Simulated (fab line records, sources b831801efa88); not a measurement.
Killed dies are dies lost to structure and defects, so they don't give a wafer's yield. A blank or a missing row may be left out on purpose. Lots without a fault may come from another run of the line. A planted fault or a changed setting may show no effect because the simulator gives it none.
Problem report in the 8D (eight disciplines) form, filled by code | flow gf180mcu | the parts of the form that need people (team, actions taken, sign-off) are left out

1. THE PROBLEM
dose_ions_cm2 at GF_HV_LDD_IMPLANT_48 reads a mean of 3e+13 on 6 wafers of 2 lots; wafers without a fault read 3e+13 with a standard deviation of 3.1e+10. That is -31 standard deviations from the usual mean.
First seen on wafer L970.1, day 18 00:10, on implanter-03. The record holds 42 wafers of 14 lots with a number at this step. Rule for "out", or "out of limits": more than 4 standard deviations from the usual mean. The other wafers with a number count as sound.

2. WHAT IT IS AND WHAT IT IS NOT
question                    | is                     | is not
which readings at this step | dose_ions_cm2          | -
which lots                  | L970, L972             | L953, L954, L956, L957, L959, L960, L962, L963, L964, L968, L975, L976
which wafers of those lots  | all that have a number | -
read on which tools         | implanter-03           | implanter-02, implanter-04
when                        | from day 18 00:10      | up to then (30 sound wafers); but 6 sound wafers of L975, L976 came after

3. SUSPECTS, AND WHAT RULES EACH OUT
Counting: a tool at a process step up to the reading stays a suspect if it ran every lot that is out and no sound lot after the first of them.
- implanter-03 at GF_HV_LDD_IMPLANT_48: kept. It ran every lot that is out, first L970 (day 18 00:10), and no sound lot after that; its last sound lot up to then is L968 (day 17 12:31). Its own readings are out on those wafers: dose_ions_cm2.
Left after counting: implanter-03 at GF_HV_LDD_IMPLANT_48.

4. THE CAUSE (what the simulator had put in)
Process parameter drift: implanter-03, from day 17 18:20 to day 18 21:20, at GF_HV_LDD_IMPLANT_48. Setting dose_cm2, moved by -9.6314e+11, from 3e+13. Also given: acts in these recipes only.
Counting left only this tool.

5. THE CHAIN OF EFFECTS, in route order
Each row: a reading whose mean over the struck wafers that have a number lies more than 3 standard deviations from the usual. Only readings for which the record gives a usual standard deviation are gone through. hours: the time from each lot's start at the first step in this table that gives one to its start at this step, as a median over the lots. sigmas: the change in usual standard deviations.
hours | step                 | reading       | usual | on struck wafers | change | sigmas
0     | GF_HV_LDD_IMPLANT_48 | dose_ions_cm2 | 3e+13 | 3e+13            | -9e+11 | -31
The process steps in it:
- GF_HV_LDD_IMPLANT_48

6. WHAT WOULD HAVE CAUGHT IT SOONER
In this record the first reading out of limits was taken at day 18 00:10, 6 hours after the fault began at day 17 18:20.
